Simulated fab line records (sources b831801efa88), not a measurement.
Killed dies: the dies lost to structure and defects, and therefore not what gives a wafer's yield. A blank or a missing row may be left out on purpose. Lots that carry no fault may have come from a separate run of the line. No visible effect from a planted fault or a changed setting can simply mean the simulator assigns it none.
Which tool is to blame? -- flow gf180mcu -- Sampling: 15 lots, 45 wafers, 5 of 602 route steps

## WHAT THE GAUGES SHOWED, per wafer
GF_V3_CD_MEAS_14: target cd 260 nm.
lot,measured,on,cd-nm (nm)
L925,day 22 07:04,cd-sem-01,261.0 260.0 259.8
L927,day 23 00:17,cd-sem-01,259.4 258.7 258.5
L929,day 23 21:01,cd-sem-02,262.7 262.1 261.8
L931,day 24 18:16,cd-sem-01,260.4 258.1 259.7
L933,day 25 10:30,cd-sem-01,260.3 260.0 260.3
L934,day 25 16:28,cd-sem-01,260.5 259.6 260.0
L935,day 25 21:49,cd-sem-01,260.6 259.5 259.4
L936,day 26 07:09,cd-sem-02,283.5 283.0 284.1
L937,day 26 19:50,cd-sem-02,284.4 284.8 283.4
L938,day 26 21:29,cd-sem-01,280.5 282.4 281.3
L943,day 28 04:26,cd-sem-01,258.9 258.6 259.4
L944,day 28 15:39,cd-sem-01,260.0 258.8 259.3
L945,day 29 02:20,cd-sem-02,260.4 260.3 259.7
L946,day 29 03:37,cd-sem-02,260.9 258.8 259.7
L947,day 29 12:26,cd-sem-01,259.3 258.4 258.8

## EACH LOT AND THE TOOL THAT RAN IT (in order: tool; ch and the chambers of the sampled wafers; start)
lot,GF_M3_SPUTTER_01,GF_M3_SPUTTER_03,GF_V3_CMP_04,GF_V3_SOFTBAKE_10
L925,"pvd-sputter-02, day 20 06:49","pvd-sputter-02, day 20 06:52","cmp-01 ch 1,2, day 21 07:32","litho-track-01 ch 0, day 21 19:00"
L927,"pvd-sputter-01, day 21 00:10","pvd-sputter-01, day 21 00:13","cmp-02 ch 0,1,2, day 22 01:24","litho-track-02 ch 0, day 22 13:00"
L929,"pvd-sputter-04, day 21 21:16","pvd-sputter-04, day 21 21:19","cmp-02 ch 0,1,2, day 22 22:19","litho-track-02 ch 0, day 23 09:00"
L931,"pvd-sputter-02, day 22 18:36","pvd-sputter-02, day 22 18:40","cmp-01 ch 0,1,2, day 23 19:11","litho-track-02 ch 0, day 24 06:00"
L933,"pvd-sputter-02, day 23 12:45","pvd-sputter-02, day 23 12:49","cmp-02 ch 0,1, day 24 12:35","litho-track-02 ch 0, day 24 23:00"
L934,"pvd-sputter-04, day 23 19:28","pvd-sputter-04, day 23 19:31","cmp-01 ch 0,1,2, day 24 18:37","litho-track-04 ch 0, day 25 05:00"
L935,"pvd-sputter-04, day 24 00:58","pvd-sputter-04, day 24 01:02","cmp-01 ch 0,2, day 25 00:23","litho-track-01 ch 0, day 25 11:00"
L936,"pvd-sputter-02, day 24 11:05","pvd-sputter-02, day 24 11:09","cmp-01 ch 0,1,2, day 25 09:46","litho-track-02 ch 0, day 25 20:00"
L937,"pvd-sputter-01, day 24 20:55","pvd-sputter-01, day 24 20:59","cmp-01 ch 2,3, day 25 23:34","litho-track-02 ch 0, day 26 09:00"
L938,"pvd-sputter-02, day 24 23:57","pvd-sputter-02, day 25 00:01","cmp-02 ch 0,2, day 26 00:31","litho-track-02 ch 0, day 26 11:00"
L943,"pvd-sputter-04, day 26 10:45","pvd-sputter-04, day 26 10:49","cmp-02 ch 1,2, day 27 08:10","litho-track-04 ch 0, day 27 19:00"
L944,"pvd-sputter-01, day 26 22:46","pvd-sputter-01, day 26 22:49","cmp-01 ch 0,1,2, day 27 19:35","litho-track-04 ch 0, day 28 05:00"
L945,"pvd-sputter-04, day 27 09:42","pvd-sputter-04, day 27 09:46","cmp-02 ch 0,2, day 28 06:47","litho-track-02 ch 0, day 28 16:00"
L946,"pvd-sputter-02, day 27 10:57","pvd-sputter-02, day 27 11:01","cmp-01 ch 0,3, day 28 07:54","litho-track-02 ch 0, day 28 17:00"
L947,"pvd-sputter-01, day 27 20:24","pvd-sputter-01, day 27 20:28","cmp-01 ch 1,2,3, day 28 17:14","litho-track-02 ch 0, day 29 02:00"
- GF_M3_SPUTTER_01: material TiN, target thk 30 nm, time 25 s.
- GF_M3_SPUTTER_03: material Ti, target thk 10 nm, time 6.7 s.
- GF_V3_CMP_04: polishes SiO2.
- GF_V3_SOFTBAKE_10: time 60 s.

## AS READ BY THE TOOLS THEMSELVES (means over the sampled wafers that have a number; for cases with no such wafer, the mark the record gives instead)
GF_M3_SPUTTER_01.
lot,tool,throttle-valve-pct (%)
L925,pvd-sputter-02,30.4
L927,pvd-sputter-01,30.7
L929,pvd-sputter-04,30.0
L931,pvd-sputter-02,30.2
L933,pvd-sputter-02,30.7
L934,pvd-sputter-04,30.2
L935,pvd-sputter-04,29.8
L936,pvd-sputter-02,30.1
L937,pvd-sputter-01,30.7
L938,pvd-sputter-02,31.3
L943,pvd-sputter-04,30.1
L944,pvd-sputter-01,30.5
L945,pvd-sputter-04,30.6
L946,pvd-sputter-02,29.6
L947,pvd-sputter-01,30.8

GF_M3_SPUTTER_03.
lot,tool,throttle-valve-pct (%)
L925,pvd-sputter-02,30.6
L927,pvd-sputter-01,30.7
L929,pvd-sputter-04,30.1
L931,pvd-sputter-02,30.4
L933,pvd-sputter-02,30.7
L934,pvd-sputter-04,30.3
L935,pvd-sputter-04,29.8
L936,pvd-sputter-02,30.0
L937,pvd-sputter-01,30.7
L938,pvd-sputter-02,31.2
L943,pvd-sputter-04,30.2
L944,pvd-sputter-01,30.7
L945,pvd-sputter-04,30.6
L946,pvd-sputter-02,29.5
L947,pvd-sputter-01,31.0

GF_V3_CMP_04.
lot,tool,motor-current-A (A),platen-rpm (rpm),time-to-endpoint-s (s)
L925,cmp-01,12.6,60.00,81
L927,cmp-02,12.5,59.98,73
L929,cmp-02,12.7,60.00,70
L931,cmp-01,12.0,60.03,80
L933,cmp-02,12.1,60.00,75
L934,cmp-01,12.0,60.01,89
L935,cmp-01,13.1,59.99,80
L936,cmp-01,11.9,59.98,80
L937,cmp-01,12.4,60.05,73
L938,cmp-02,12.7,60.00,85
L943,cmp-02,12.4,60.05,74
L944,cmp-01,12.0,60.06,79
L945,cmp-02,13.0,59.97,73
L946,cmp-01,11.8,60.00,76
L947,cmp-01,12.2,59.97,72

GF_V3_SOFTBAKE_10.
lot,tool,heater-power-total-W (W),plate-temp-C (C)
L925,litho-track-01,93.04,130.16
L927,litho-track-02,93.05,130.03
L929,litho-track-02,93.08,129.99
L931,litho-track-02,93.06,129.89
L933,litho-track-02,93.07,129.99
L934,litho-track-04,93.03,129.97
L935,litho-track-01,93.07,129.90
L936,litho-track-02,99.68,136.92
L937,litho-track-02,99.58,137.02
L938,litho-track-02,99.61,137.06
L943,litho-track-04,93.05,130.02
L944,litho-track-04,93.00,130.17
L945,litho-track-02,93.10,130.04
L946,litho-track-02,93.01,129.83
L947,litho-track-02,93.00,130.04

## THE ANSWER, worked out from the rows above alone
Rule: the lots themselves supply what counts as usual. Put in order of their means at a reading, lots are off if they are a third of the lots or fewer, leave a main group of 4 or more, and stand apart from it by a gap of 3 or more times the standard deviation of the main group's means; of several such gaps the widest counts. Not used: any main group whose means are identical at the precision the tables above print for the reading. Also off: a lot with no number at a reading for which 4 or more lots have one. The other lots that the step has rows for count as sound. The gauges are gone through in route order, then the tools' own readings, and for those a lot's mean is taken as printed above. At the first step where some lot is off, the reading lying furthest off is the one used; lots without a number count as furthest.
Off at GF_V3_CD_MEAS_14 (cd-nm): L936, L937, L938. Main group: mean 259.8 nm, sd 0.87.
A tool fits if, at a process step before that reading, it ran every lot that is off, and no sound lot after the first of them. The gauges at GF_V3_CD_MEAS_14 aren't tried: what is off there is off at GF_V3_SOFTBAKE_10 too, on other tools, and a gauge's error can't cause that. No candidate that was tried fits.

## WHAT THE SIMULATOR PUT IN
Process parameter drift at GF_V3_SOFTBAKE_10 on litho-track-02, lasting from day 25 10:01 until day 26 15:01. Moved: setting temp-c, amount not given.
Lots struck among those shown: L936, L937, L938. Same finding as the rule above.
